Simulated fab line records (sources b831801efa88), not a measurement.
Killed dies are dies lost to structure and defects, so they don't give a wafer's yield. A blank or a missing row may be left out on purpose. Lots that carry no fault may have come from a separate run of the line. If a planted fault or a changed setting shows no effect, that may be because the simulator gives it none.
The tool behind it: which one? + flow sky130 + 36 wafers from 13 lots sampled at 2 of the route's 708 steps

## WHAT EACH GAUGE READ, for each wafer
SKY_VIA1_BOW_MEAS_03. Usual: VIA1_BOW 82 um, standard deviation 7.4.
| lot  | measured     | on           | VIA1_BOW (um) | flag |
|------|--------------|--------------|---------------|------|
| L128 | day 33 00:56 | filmMetro-02 | 83 77 72      |      |
| L130 | day 33 07:52 | filmMetro-03 | 88 93 80      |      |
| L131 | day 34 02:11 | filmMetro-02 | 81 84 77      |      |
| L133 | day 34 18:20 | filmMetro-02 | 74 93 67      |      |
| L135 | day 35 01:47 | filmMetro-03 | 99 79 75      |      |
| L137 | day 35 18:41 | filmMetro-02 | 92 71 79      |      |
| L138 | day 36 03:49 | filmMetro-02 | 70 84 90      |      |
| L140 | day 36 11:07 | filmMetro-03 | 89 88 93      |      |
| L142 | day 36 23:44 | filmMetro-02 | 79 80 80      |      |
| L144 | day 37 23:10 | filmMetro-02 | 80            |      |
| L145 | day 38 17:10 | filmMetro-02 | 85 73         |      |
| L149 | day 39 09:34 | filmMetro-03 | 89 84 87      |      |
| L151 | day 39 22:47 | filmMetro-01 | 83 75 85      |      |

## WHAT TOOL EACH LOT RAN ON (gives the tool, then ch and the chambers of the sampled wafers, and finally the start)
| lot  | SKY_METAL1_SPUTTER_04       |
|------|-----------------------------|
| L128 | pvdSputter-02, day 31 20:31 |
| L130 | pvdSputter-01, day 32 03:24 |
| L131 | pvdSputter-02, day 32 21:09 |
| L133 | pvdSputter-02, day 33 15:10 |
| L135 | pvdSputter-02, day 33 20:59 |
| L137 | pvdSputter-04, day 34 16:28 |
| L138 | pvdSputter-02, day 35 01:16 |
| L140 | pvdSputter-04, day 35 07:28 |
| L142 | pvdSputter-04, day 35 19:28 |
| L144 | pvdSputter-01, day 36 20:40 |
| L145 | pvdSputter-01, day 37 14:14 |
| L149 | pvdSputter-04, day 38 07:44 |
| L151 | pvdSputter-01, day 38 20:11 |
- SKY_METAL1_SPUTTER_04: material TiN, target thk 70 nm, time 58.3 s.

## AS READ BY THE TOOLS THEMSELVES (means over the sampled wafers that have a number; for cases with no such wafer, the mark the record gives instead)
SKY_METAL1_SPUTTER_04. Usual: throttleValvePct reads 30.0 % (standard deviation 0.89).
| lot  | tool          | throttleValvePct (%) | flag |
|------|---------------|----------------------|------|
| L128 | pvdSputter-02 | 29.7                 |      |
| L130 | pvdSputter-01 | 29.3                 |      |
| L131 | pvdSputter-02 | 29.4                 |      |
| L133 | pvdSputter-02 | 29.8                 |      |
| L135 | pvdSputter-02 | 29.5                 |      |
| L137 | pvdSputter-04 | 29.9                 |      |
| L138 | pvdSputter-02 | 30.5                 |      |
| L140 | pvdSputter-04 | 30.7                 |      |
| L142 | pvdSputter-04 | 30.1                 |      |
| L144 | pvdSputter-01 | 29.0                 |      |
| L145 | pvdSputter-01 | 29.5                 |      |
| L149 | pvdSputter-04 | 30.1                 |      |
| L151 | pvdSputter-01 | 29.4                 |      |

## THE ANSWER, worked out from the rows above alone
Rule: lot off if the mean of its wafers having a number is beyond 3 standard deviations from the usual mean. A lot without any number at a reading at which 4 lots or more have one is off too. Where the step has rows for the other lots, those lots are counted as sound. After the gauges, taken in route order, come the tools' own readings; for these a lot's mean is taken, as printed above. The first step at which some lot is off is used, and at that step the reading that is off furthest; a lot without a number counts as furthest.
Nothing can be told from this: no lot is off at any reading shown.

## WHAT HAD BEEN PUT IN BY THE SIMULATOR
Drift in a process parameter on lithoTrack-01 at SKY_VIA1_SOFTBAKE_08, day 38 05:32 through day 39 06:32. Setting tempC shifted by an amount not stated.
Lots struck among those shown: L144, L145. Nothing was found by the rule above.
